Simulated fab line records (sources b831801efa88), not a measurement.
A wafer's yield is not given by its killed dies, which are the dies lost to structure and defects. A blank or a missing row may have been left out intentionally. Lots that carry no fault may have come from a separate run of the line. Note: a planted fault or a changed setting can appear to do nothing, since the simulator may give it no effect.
Matching of chambers + flow gf180mcu + pecvd-01 running GF_MIM_CVD_05: 3 sister chambers
The step deposits Si3N4, target thk 42 nm, time 29.086 s. 14 wafers are shown with their chamber, then 7 later ones without.

== WAFERS WITH THEIR CHAMBER ==
| wafer  | chamber | heaterPowerW (W) |
|--------|---------|------------------|
| L075.1 | 1       | 723              |
| L075.2 | 0       | 709              |
| L075.5 | 2       | 616              |
| L076.2 | 0       | 649              |
| L076.5 | 2       | 664              |
| L076.6 | 1       | 729              |
| L086.1 | 1       | 650              |
| L086.3 | 2       | 574              |
| L086.4 | 1       | 640              |
| L088.2 | 0       | 723              |
| L088.4 | 0       | 751              |
| L088.6 | 1       | 707              |
| L089.1 | 2       | 578              |
| L089.2 | 1       | 778              |

SIGNATURES (means of the wafers above)
| reading      | chamber 0 | chamber 1 | chamber 2 | scatter within a chamber |
|--------------|-----------|-----------|-----------|--------------------------|
| heaterPowerW | 708.00    | 704.50    | 608.00    | 47                       |
Rule: distance of a wafer from a chamber = root of the sum over the readings of ((wafer's reading minus chamber's mean) / reading's scatter) squared. The wafer belongs to the nearest chamber; if the next one is less than 2 further off, it can't be placed. How the scatter is found: for the shown wafers, subtract from each reading the mean of its chamber, square and add these, divide the total by (wafers less chambers), then take the root.

== WAFERS WHOSE CHAMBER IS MISSING ==
| wafer  | heaterPowerW (W) |
|--------|------------------|
| L089.3 | 787              |
| L091.1 | 710              |
| L091.3 | 716              |
| L091.5 | 702              |
| L093.1 | 654              |
| L093.4 | 674              |
| L093.5 | 667              |

== WHICH CHAMBER EACH WENT THROUGH ==
| wafer  | from the rows above          | in truth |
|--------|------------------------------|----------|
| L089.3 | can't be placed: 0 or 1      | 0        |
| L091.1 | can't be placed: 0 or 1      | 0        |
| L091.3 | can't be placed: 0 or 1      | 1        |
| L091.5 | can't be placed: 1 or 0 or 2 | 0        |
| L093.1 | can't be placed: 2 or 1 or 0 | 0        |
| L093.4 | can't be placed: 1 or 0 or 2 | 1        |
| L093.5 | can't be placed: 1 or 0 or 2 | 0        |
Placed correctly: 0 of 7. Unplaceable from these rows: 7, with the true chamber sitting among the candidates in 7. Number placed wrongly: 0.
